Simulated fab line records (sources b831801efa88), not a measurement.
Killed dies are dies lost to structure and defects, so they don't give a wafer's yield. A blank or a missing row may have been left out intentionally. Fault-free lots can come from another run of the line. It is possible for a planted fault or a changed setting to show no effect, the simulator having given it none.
Struck lot and sound lot, side by side + flow sky130 + 17 out of 708 route steps
Sound: wafers L877.3, L877.4, L877.5. Wafers L883.2, L883.3, L883.4 were the ones struck. The cause comes at the end.
Per side, at each step with rows, come the tool, then ch with its chambers, and then its first start. Under that, the readings that differ: sound wafers + struck wafers + difference of the means + sigmas: that difference in standard deviations of wafers without a fault.
alike: readings with means less than 2 such deviations apart, plus words and numbers identical on both sides. not compared: withheld readings, readings lacking a value on some wafer, bounds such as >300 that could conceal the same value, and numbers that have no deviation in the record and whose values overlap.
The two part at a step that has a row with sigmas, a row that says differs or no value, or rows on one side only. Numbers that have no deviation but don't overlap get no sigmas and don't part them. A reading that every wafer of one side lacks parts them only if that side has two wafers or more.

SKY_LDD_P_OVL_MEAS_08:
  sound on overlay-01, day 23 11:44; struck on overlay-02, day 25 13:57
  alike: LDD_P_OVL
following that, these wafers have no rows for 1 step: SKY_LDD_P_IMPLANT_09.
SKY_LDD_P_STRIP_10: strips in O2/N2.
  sound on plasma-asher-04 ch 0,1, day 23 11:56; struck on plasma-asher-04 ch 0,1, day 25 14:08
  alike: chamber-pressure-mTorr, drypump-motor-current-A, oes-product-au, strip-time-to-endpoint-s
  not compared: rf-hours-counter-h
SKY_LDD_P_TW_MEAS_11:
  sound on film-metro-03, day 23 12:02; struck on film-metro-04, day 25 14:14
| reading  | sound       | struck      | difference | sigmas |
|----------|-------------|-------------|------------|--------|
| LDD_P_TW | 628 625 627 | 646 642 643 | +17        | +2     |
then, 7 steps without rows for these wafers: SKY_LDD_HVN_DEHYDRATE_00 (time 60 s); SKY_LDD_HVN_HMDS_01 (prime time 60 s); SKY_LDD_HVN_COAT_02 (resist thk 300 nm); SKY_LDD_HVN_SOFTBAKE_03 (time 60 s); SKY_LDD_HVN_EXPOSE_04 (exposes mask HVNTM, target cd 700 nm); SKY_LDD_HVN_PEB_05; SKY_LDD_HVN_DEVELOP_06 (develop time 60 s).
SKY_LDD_HVN_OVL_MEAS_07:
  sound on overlay-02, day 24 17:13; struck on overlay-02, day 26 19:05
| reading          | sound       | struck        | difference | sigmas |
|------------------|-------------|---------------|------------|--------|
| LDD_HVN_OVL (nm) | 3.4 1.6 1.1 | -1.8 -1.0 0.3 | -2.9       | -2     |
SKY_LDD_HVN_IMPLANT_08:
  sound on implanter-04 ch 0, day 24 17:17; struck on implanter-03 ch 0, day 26 19:09
| reading                   | sound                | struck               | difference | sigmas      |
|---------------------------|----------------------|----------------------|------------|-------------|
| beam-energy-keV           | 59.984 60.002 60.035 | 77.204 77.218 77.256 | +17.219    | +99 or more |
| model.implant.rp-nm (nm)  | 54.58 54.58 54.58    | 74.11 74.11 74.11    | +19.53     |             |
| model.implant.drp-nm (nm) | 28.15 28.15 28.15    | 34.99 34.99 34.99    | +6.84      |             |
SKY_LDD_HVN_STRIP_09: strips in O2/N2.
  sound on plasma-asher-01 ch 0,1, day 24 17:25; struck on plasma-asher-02 ch 0,1, day 26 19:16
  alike: chamber-pressure-mTorr, drypump-motor-current-A, oes-product-au, strip-time-to-endpoint-s
  not compared: rf-hours-counter-h
SKY_LDD_HVN_TW_MEAS_10:
  sound on film-metro-01, day 24 17:31; struck on film-metro-03, day 26 19:23
| reading    | sound          | struck         | difference | sigmas |
|------------|----------------|----------------|------------|--------|
| LDD_HVN_TW | 1435 1432 1429 | 1505 1508 1506 | +74        | +4     |
then, 1 step without rows for these wafers: SKY_LDD_HVP_DEHYDRATE_00 (time 60 s).
-- the record jumps here: 23 days lie between the struck wafers' starts before and after (it left off in module LDD_HVP and takes up again in module PAD_OPEN, whose first step shown is number 708 of the route) --
SKY_PAD_OPEN_PROBE_99:
  sound on prober-02, day 48 22:15; struck on prober-01, day 50 05:53
| reading                                 | sound                | struck               | difference | sigmas |
|-----------------------------------------|----------------------|----------------------|------------|--------|
| model.etest.tip_n_5v.rs-ohm-sq          | 1405 1384 1406       | 1234 1234 1237       | -163       |        |
| model.etest.nfet-g5v0d10v5.r-on-ohm-um  | 1898 1854 1896       | 1817 1793 1795       | -81        |        |
| model.etest.nfet-g5v0d10v5.drive-ua-um  | 598.4 608.1 600.9    | 635.6 638.4 634.5    | +33.7      |        |
| model.etest.nfet-g5v0d10v5.vt-sat-v (V) | 0.7694 0.7721 0.7663 | 0.704 0.7118 0.713   | -0.060     |        |
| model.etest.nfet-g5v0d10v5.vt-v (V)     | 0.8282 0.8292 0.8215 | 0.7844 0.7905 0.7942 | -0.0366    |        |
  alike: killed_at_M0_to_M3, killed_at_M4_up, killed-at-contacts, killed-at-front-end, killed-at-other, killed-dies, killed-open, killed-short

== WHERE THEY PART ==
Earliest at SKY_LDD_P_TW_MEAS_11; latest, in this record, at SKY_LDD_HVN_TW_MEAS_10. Later steps at which nothing parts them and some readings are alike: SKY_PAD_OPEN_PROBE_99.

WHY: the cause the simulator had injected
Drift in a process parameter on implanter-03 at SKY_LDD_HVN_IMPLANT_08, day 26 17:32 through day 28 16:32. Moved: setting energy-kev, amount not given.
